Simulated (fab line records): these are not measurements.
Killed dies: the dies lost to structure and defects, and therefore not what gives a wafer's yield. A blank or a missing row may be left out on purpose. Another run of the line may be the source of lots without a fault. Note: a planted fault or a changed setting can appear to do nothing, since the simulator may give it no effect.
The tool behind it: which one?    flow sky130    Sampling: 11 lots, 33 wafers, 6 of 708 route steps

WHAT THE GAUGES READ, wafer by wafer
SKY_GATE_OXIDE_TW_MEAS_14. Usual: GATE_OXIDE_TW 225.0, standard deviation 1.6.
lot   measured      on             GATE_OXIDE_TW      flag
L294  day 13 10:17  film_metro-02  223.5 223.2 224.3  
L295  day 14 02:59  film_metro-02  224.0 225.1 225.0  
L297  day 15 14:25  film_metro-02  223.3 222.4 224.2  
L300  day 16 14:29  film_metro-03  227.1 228.6 226.7  
L301  day 16 14:50  film_metro-02  225.5 225.4 225.6  
L309  day 19 00:44  film_metro-03  223.4 223.7 224.0  
L313  day 21 08:35  film_metro-04  226.9 227.6 227.8  
L315  day 21 11:49  film_metro-04  225.7 226.7 226.5  
L317  day 22 00:18  film_metro-02  222.9 222.7 223.4  

SKY_POLY_GATE_CD_MEAS_13: the cd target is 150 nm. Usual: cd_nm reads 150.1 nm (standard deviation 1.3).
lot   measured      on         cd_nm (nm)         flag
L294  day 15 22:23  cd_sem-01  150.7 150.9 151.5  
L295  day 16 12:40  cd_sem-01  152.6 151.0 151.5  
L297  day 18 08:56  cd_sem-02  148.8 150.8 149.6  
L300  day 19 09:23  cd_sem-02  149.4 150.7 150.9  
L301  day 19 08:38  cd_sem-02  150.4 151.0 149.3  
L309  day 21 21:05  cd_sem-02  149.8 148.3 148.8  
L313  day 24 02:12  cd_sem-02  148.5 147.4 149.1  
L315  day 24 04:11  cd_sem-02  151.1 148.9 150.6  
L317  day 25 02:24  cd_sem-01  152.0 153.2 154.2  

SKY_LDD_N_OVL_MEAS_07. Usual: LDD_N_OVL 0.6 nm, standard deviation 1.6.
lot   measured      on          LDD_N_OVL (nm)  flag
L294  day 17 05:41  overlay-01  -0.8 -0.8 -2.8  
L295  day 17 22:09  overlay-01  -1.5 -0.2 0.4   
L297  day 19 19:17  overlay-01  2.8 1.5 2.3     
L300  day 20 19:38  overlay-02  2.4 1.9 1.5     
L301  day 20 17:42  overlay-02  0.2 0.0 0.0     
L309  day 23 05:26  overlay-02  -0.5 2.5 2.4    
L313  day 25 10:29  overlay-02  3.1 2.3 1.5     
L315  day 25 11:23  overlay-01  1.9 0.2 1.3     
L317  day 26 10:00  overlay-01  -1.0 0.7 1.0    

EACH LOT AND THE TOOL THAT RAN IT (in order: tool; ch and the chambers of the sampled wafers; start)
lot   SKY_FIELD_ISO_ETCH_14              SKY_FIELD_ISO_ETCH_15              SKY_FIELD_ISO_STRIP_16
L294  rie_diel-03 ch 1,2,3, day 2 05:31  rie_diel-03 ch 1,2,3, day 2 05:33  plasma_asher-01 ch 0,1, day 2 05:37
L295  rie_diel-04 ch 0,1, day 2 10:37    rie_diel-04 ch 0,1, day 2 10:40    plasma_asher-03 ch 0,1, day 2 10:45
L297  rie_diel-04 ch 0,2,3, day 2 18:49  rie_diel-04 ch 0,2,3, day 2 18:52  plasma_asher-03 ch 1, day 2 18:55
L300  rie_diel-02 ch 1,2, day 3 15:13    rie_diel-02 ch 1,2, day 3 15:16    plasma_asher-03 ch 0,1, day 3 15:19
L301  rie_diel-02 ch 1,2,3, day 3 19:49  rie_diel-02 ch 1,2,3, day 3 19:52  plasma_asher-04 ch 0,1, day 3 19:55
L307  rie_diel-02 ch 0,1, day 5 00:40    rie_diel-02 ch 0,1, day 5 00:43    plasma_asher-03 ch 0,1, day 5 00:46
L308  rie_diel-04 ch 1,2,3, day 5 05:55  rie_diel-04 ch 1,2,3, day 5 05:58  plasma_asher-03 ch 0,1, day 5 06:01
L309  rie_diel-04 ch 0,1,3, day 5 09:52  rie_diel-04 ch 0,1,3, day 5 09:55  plasma_asher-03 ch 0,1, day 5 09:58
L313  rie_diel-03 ch 0,1,3, day 6 09:40  rie_diel-03 ch 0,1,3, day 6 09:42  plasma_asher-01 ch 1, day 6 09:46
L315  rie_diel-04 ch 0,1,3, day 6 17:37  rie_diel-04 ch 0,1,3, day 6 17:40  plasma_asher-03 ch 0,1, day 6 17:43
L317  rie_diel-04 ch 0,3, day 7 08:01    rie_diel-04 ch 0,3, day 7 08:03    plasma_asher-01 ch 0,1, day 7 08:06
- SKY_FIELD_ISO_ETCH_14: etches BARC in N2/H2, stops on SiO2, time 45.9 s, target depth 60 nm.
- SKY_FIELD_ISO_ETCH_15: etches the open film in CHF3/O2, stops on Si, target depth 180 nm, time 72 s.
- SKY_FIELD_ISO_STRIP_16: strips in O2/N2.

WHAT THE TOOLS THEMSELVES READ (means of the sampled wafers that have a number; where no wafer has one, the mark that the record gives instead)
SKY_FIELD_ISO_ETCH_14. Usual: bias_w 100.03 W, standard deviation 0.3; chamber_pressure_mTorr 29.999 mTorr, standard deviation 0.03; drypump_motor_current_A 5.5 A, standard deviation 0.33; oes_product_au 0.855 a.u., standard deviation 0.0043; throttle_valve_pct 13.224 %, standard deviation 0.0096.
lot   tool         bias_w (W)  chamber_pressure_mTorr (mTorr)  drypump_motor_current_A (A)  oes_product_au (a.u.)  throttle_valve_pct (%)  flag
L294  rie_diel-03  99.76       30.016                          5.2                          0.855                  13.231                  
L295  rie_diel-04  100.21      30.008                          5.4                          0.856                  13.225                  
L297  rie_diel-04  100.02      30.006                          5.3                          0.858                  13.231                  
L300  rie_diel-02  100.28      29.982                          6.1                          0.853                  13.216                  
L301  rie_diel-02  99.89       29.996                          6.0                          0.856                  13.219                  
L307  rie_diel-02  -           -                               -                            -                      -                       OFF
L308  rie_diel-04  -           -                               -                            -                      -                       OFF
L309  rie_diel-04  100.15      29.953                          5.4                          0.858                  13.227                  
L313  rie_diel-03  99.78       29.989                          5.4                          0.853                  13.229                  
L315  rie_diel-04  99.91       30.037                          5.4                          0.855                  13.231                  
L317  rie_diel-04  100.14      30.006                          5.3                          0.857                  13.219                  

SKY_FIELD_ISO_ETCH_15. Usual: O2_flow_sccm 5.003 sccm, standard deviation 0.015; bias_w 200.0 W, standard deviation 0.61; drypump_motor_current_A 5.5 A, standard deviation 0.34; oes_product_au 0.943 a.u., standard deviation 0.0079; throttle_valve_pct 8.842 %, standard deviation 0.0088.
lot   tool         O2_flow_sccm (sccm)  bias_w (W)  drypump_motor_current_A (A)  oes_product_au (a.u.)  throttle_valve_pct (%)  flag
L294  rie_diel-03  5.003                199.9       5.2                          0.941                  8.839                   
L295  rie_diel-04  4.983                200.0       5.5                          0.935                  8.835                   
L297  rie_diel-04  4.995                199.4       5.3                          0.937                  8.841                   
L300  rie_diel-02  4.997                200.1       6.1                          0.949                  8.854                   
L301  rie_diel-02  5.007                200.5       6.0                          0.939                  8.844                   
L307  rie_diel-02  5.006                199.4       6.2                          0.375                  8.667                   OFF
L308  rie_diel-04  5.016                199.6       5.4                          0.373                  8.665                   OFF
L309  rie_diel-04  5.005                200.1       5.4                          0.941                  8.845                   
L313  rie_diel-03  4.992                199.7       5.4                          0.947                  8.847                   
L315  rie_diel-04  5.019                199.7       5.4                          0.945                  8.847                   
L317  rie_diel-04  5.003                199.7       5.3                          0.935                  8.835                   

SKY_FIELD_ISO_STRIP_16. Usual: drypump_motor_current_A 5.8 A, standard deviation 0.44; oes_product_au 0.377 a.u., standard deviation 0.0051; strip_time_to_endpoint_s 3.540 s, standard deviation 0.028.
lot   tool             drypump_motor_current_A (A)  oes_product_au (a.u.)  strip_time_to_endpoint_s (s)  flag
L294  plasma_asher-01  5.8                          0.379                  3.535                         
L295  plasma_asher-03  5.9                          0.375                  3.544                         
L297  plasma_asher-03  5.8                          0.377                  3.544                         
L300  plasma_asher-03  6.1                          0.375                  3.541                         
L301  plasma_asher-04  5.8                          0.378                  3.535                         
L307  plasma_asher-03  5.9                          0.397                  4.004                         OFF
L308  plasma_asher-03  6.1                          0.399                  4.007                         OFF
L309  plasma_asher-03  5.9                          0.382                  3.584                         
L313  plasma_asher-01  5.9                          0.377                  3.556                         
L315  plasma_asher-03  6.0                          0.378                  3.529                         
L317  plasma_asher-01  5.8                          0.377                  3.569                         

THE ANSWER, worked out from the rows above alone
Rule: lot off if the mean of its wafers having a number is beyond 3 standard deviations from the usual mean. A lot without any number at a reading at which 4 lots or more have one is off too. The other lots that the step has rows for count as sound. After the gauges, taken in route order, come the tools' own readings; for these a lot's mean is taken, as printed above. At the first step where some lot is off, the reading lying furthest off is the one used; lots without a number count as furthest.
Off, at SKY_FIELD_ISO_ETCH_14 on bias_w: L307, L308. Without a number there: L307, L308.
If a tool, at that step or one of the process steps before it, ran each lot that is off and ran no sound lot following the first of them, it fits. None of those tried fits.

WHAT THE SIMULATOR HAD INSERTED
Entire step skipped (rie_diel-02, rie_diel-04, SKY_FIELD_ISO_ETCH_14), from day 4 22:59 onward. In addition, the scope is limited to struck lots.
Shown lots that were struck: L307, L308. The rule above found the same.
